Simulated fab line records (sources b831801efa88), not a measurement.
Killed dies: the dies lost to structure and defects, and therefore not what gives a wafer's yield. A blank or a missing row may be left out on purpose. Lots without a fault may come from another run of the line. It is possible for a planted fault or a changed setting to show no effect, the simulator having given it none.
Split-lot trial || flow sky130 || on a route of 708 steps: 5 lots, 23 wafers read

ABOUT THE SPLIT
At SKY_NWELL_IMPLANT_11, the setting dose-cm2 was moved away from the recipe's 1.9e+13 on 4 of the 23 wafers read, by -5.2% to +5.1%. All remaining wafers had this setting at the recipe value.

FROM THE SPLIT TO THE READING: what the file shows between them, 8 steps
- SKY_NWELL_IMPLANT_12
- SKY_NWELL_IMPLANT_13
- SKY_NWELL_STRIP_14: strips in O2/N2
- SKY_NWELL_TW_MEAS_15
- SKY_NWELL_DEVELOP_22: develop time 60 s (also split here: develop-time-s)
- SKY_NWELL_IMPLANT_24
- SKY_NWELL_CLEAN_27: cleans in SC1/SC2, time 150 s
- SKY_NWELL_RTA_28: time 30 s

THE READING
NWELL_RS in ohm/sq, measured at SKY_NWELL_RS_MEAS_29 by four-point-probe. On this fab line, fault-free wafers typically give 625.7 ohm/sq with a standard deviation of 1.4 ohm/sq.

{"wafer": "L075.1", "tool, chamber at the split": "implanter-04, 0", "dose-cm2 as run": 1.996e+13, "against the recipe": "+5.1%", "NWELL_RS, ohm/sq": 608.5, "against lot-mates on the recipe": -16.4}
{"wafer": "L075.2", "tool, chamber at the split": "implanter-04, 0", "dose-cm2 as run": 1.9e+13, "against the recipe": "recipe", "NWELL_RS, ohm/sq": 625.3, "against lot-mates on the recipe": "-"}
{"wafer": "L075.3", "tool, chamber at the split": "implanter-04, 0", "dose-cm2 as run": 1.9e+13, "against the recipe": "recipe", "NWELL_RS, ohm/sq": 624.9, "against lot-mates on the recipe": "-"}
{"wafer": "L075.5", "tool, chamber at the split": "implanter-04, 0", "dose-cm2 as run": 1.996e+13, "against the recipe": "+5.1%", "NWELL_RS, ohm/sq": 607.6, "against lot-mates on the recipe": -17.3}
{"wafer": "L075.6", "tool, chamber at the split": "implanter-04, 0", "dose-cm2 as run": 1.9e+13, "against the recipe": "recipe", "NWELL_RS, ohm/sq": 624.6, "against lot-mates on the recipe": "-"}
{"wafer": "L076.2", "tool, chamber at the split": "implanter-03, 0", "dose-cm2 as run": 1.9e+13, "against the recipe": "recipe", "NWELL_RS, ohm/sq": 624.2, "against lot-mates on the recipe": "-"}
{"wafer": "L076.3", "tool, chamber at the split": "implanter-03, 0", "dose-cm2 as run": 1.9e+13, "against the recipe": "recipe", "NWELL_RS, ohm/sq": 625.0, "against lot-mates on the recipe": "-"}
{"wafer": "L076.4", "tool, chamber at the split": "implanter-03, 0", "dose-cm2 as run": 1.9e+13, "against the recipe": "recipe", "NWELL_RS, ohm/sq": 625.6, "against lot-mates on the recipe": "-"}
{"wafer": "L076.5", "tool, chamber at the split": "implanter-03, 0", "dose-cm2 as run": 1.9e+13, "against the recipe": "recipe", "NWELL_RS, ohm/sq": 626.1, "against lot-mates on the recipe": "-"}
{"wafer": "L076.6", "tool, chamber at the split": "implanter-03, 0", "dose-cm2 as run": 1.9e+13, "against the recipe": "recipe", "NWELL_RS, ohm/sq": 626.3, "against lot-mates on the recipe": "-"}
{"wafer": "L079.3", "tool, chamber at the split": "implanter-01, 0", "dose-cm2 as run": 1.9e+13, "against the recipe": "recipe", "NWELL_RS, ohm/sq": 627.0, "against lot-mates on the recipe": "-"}
{"wafer": "L079.5", "tool, chamber at the split": "implanter-01, 0", "dose-cm2 as run": 1.9e+13, "against the recipe": "recipe", "NWELL_RS, ohm/sq": 625.9, "against lot-mates on the recipe": "-"}
{"wafer": "L079.6", "tool, chamber at the split": "implanter-01, 0", "dose-cm2 as run": 1.9e+13, "against the recipe": "recipe", "NWELL_RS, ohm/sq": 626.5, "against lot-mates on the recipe": "-"}
{"wafer": "L082.1", "tool, chamber at the split": "implanter-03, 0", "dose-cm2 as run": 1.9e+13, "against the recipe": "recipe", "NWELL_RS, ohm/sq": 626.5, "against lot-mates on the recipe": "-"}
{"wafer": "L082.2", "tool, chamber at the split": "implanter-03, 0", "dose-cm2 as run": 1.9e+13, "against the recipe": "recipe", "NWELL_RS, ohm/sq": 624.7, "against lot-mates on the recipe": "-"}
{"wafer": "L082.3", "tool, chamber at the split": "implanter-03, 0", "dose-cm2 as run": 1.801e+13, "against the recipe": "-5.2%", "NWELL_RS, ohm/sq": 645.3, "against lot-mates on the recipe": "+20.1"}
{"wafer": "L082.4", "tool, chamber at the split": "implanter-03, 0", "dose-cm2 as run": 1.801e+13, "against the recipe": "-5.2%", "NWELL_RS, ohm/sq": 644.8, "against lot-mates on the recipe": "+19.6"}
{"wafer": "L082.5", "tool, chamber at the split": "implanter-03, 0", "dose-cm2 as run": 1.9e+13, "against the recipe": "recipe", "NWELL_RS, ohm/sq": 624.4, "against lot-mates on the recipe": "-"}
{"wafer": "L084.1", "tool, chamber at the split": "implanter-01, 0", "dose-cm2 as run": 1.9e+13, "against the recipe": "recipe", "NWELL_RS, ohm/sq": 627.4, "against lot-mates on the recipe": "-"}
{"wafer": "L084.2", "tool, chamber at the split": "implanter-01, 0", "dose-cm2 as run": 1.9e+13, "against the recipe": "recipe", "NWELL_RS, ohm/sq": 626.7, "against lot-mates on the recipe": "-"}
{"wafer": "L084.4", "tool, chamber at the split": "implanter-01, 0", "dose-cm2 as run": 1.9e+13, "against the recipe": "recipe", "NWELL_RS, ohm/sq": 627.1, "against lot-mates on the recipe": "-"}
{"wafer": "L084.5", "tool, chamber at the split": "implanter-01, 0", "dose-cm2 as run": 1.9e+13, "against the recipe": "recipe", "NWELL_RS, ohm/sq": 627.5, "against lot-mates on the recipe": "-"}
{"wafer": "L084.6", "tool, chamber at the split": "implanter-01, 0", "dose-cm2 as run": 1.9e+13, "against the recipe": "recipe", "NWELL_RS, ohm/sq": 628.2, "against lot-mates on the recipe": "-"}

FIT RESULTS
A straight line over all 23 wafers: NWELL_RS changes by -3.61 ohm/sq for each +1% of dose-cm2; r = -0.99; the points scatter about the line by 1.1 ohm/sq.
The same after taking each lot's own level away (the mean of its wafers on the recipe; 23 wafers): -3.58 ohm/sq for each +1%; r = -1.00; scatter 0.78 ohm/sq.
Per that fit: largest dose-cm2 move, reading shift of 19 ohm/sq.
The lots' own levels span 624.93 to 627.38 ohm/sq, that is 1.7 times the standard deviation above.
Hence the lot-to-lot level has little effect on the slope; both slopes agree.
Check: for one of the wafers moved furthest among these (-5.2%), held out of the fit, the line's prediction against its lot-mates is +18.3 ohm/sq. It came out at +20.1 ohm/sq against them.

THE OTHER SPLITS THESE WAFERS WENT THROUGH
Other splits were also applied to these wafers ahead of the reading. Each is held against what the fit with the lots' levels taken away leaves over:
{"other split on the same wafers": "SKY_FIELD_ISO_CVD_03 temp-c", "wafers away from the commonest value": 18, "r with NWELL_RS (lot level and that fit taken away)": -0.05}
{"other split on the same wafers": "SKY_FIELD_ISO_EXPOSE_10 dose-mj", "wafers away from the commonest value": 4, "r with NWELL_RS (lot level and that fit taken away)": -0.36}
{"other split on the same wafers": "SKY_FIELD_ISO_ETCH_15 bias-w", "wafers away from the commonest value": 8, "r with NWELL_RS (lot level and that fit taken away)": "+0.25"}
{"other split on the same wafers": "SKY_FIELD_ISO_OXIDATION_22 temp-c", "wafers away from the commonest value": 10, "r with NWELL_RS (lot level and that fit taken away)": -0.22}
{"other split on the same wafers": "SKY_DNWELL_COAT_02 resist-thk-nm", "wafers away from the commonest value": 9, "r with NWELL_RS (lot level and that fit taken away)": -0.13}
{"other split on the same wafers": "SKY_PWDE_COAT_02 resist-thk-nm", "wafers away from the commonest value": 10, "r with NWELL_RS (lot level and that fit taken away)": "+0.08"}
{"other split on the same wafers": "SKY_PWDE_IMPLANT_08 dose-cm2", "wafers away from the commonest value": 8, "r with NWELL_RS (lot level and that fit taken away)": "+0.18"}
{"other split on the same wafers": "SKY_NWELL_DEVELOP_22 develop-time-s", "wafers away from the commonest value": 9, "r with NWELL_RS (lot level and that fit taken away)": "+0.10"}

THE WHOLE CHAIN: every reading that the file lists as answering this split, in the file's order
{"step": "SKY_NWELL_TW_MEAS_15", "what it does": "", "reading": "NWELL_TW", "change (the file's fit)": "+5.34 for each +1% of the setting", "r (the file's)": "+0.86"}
{"step": "SKY_NWELL_RS_MEAS_29", "what it does": "measures by four-point-probe", "reading": "NWELL_RS", "change (the file's fit)": "-3.58 for each +1% of the setting", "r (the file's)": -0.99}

FILE'S OWN FIT
NWELL_RS changes by -3.58 ohm/sq for each +1% of dose-cm2, r = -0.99.
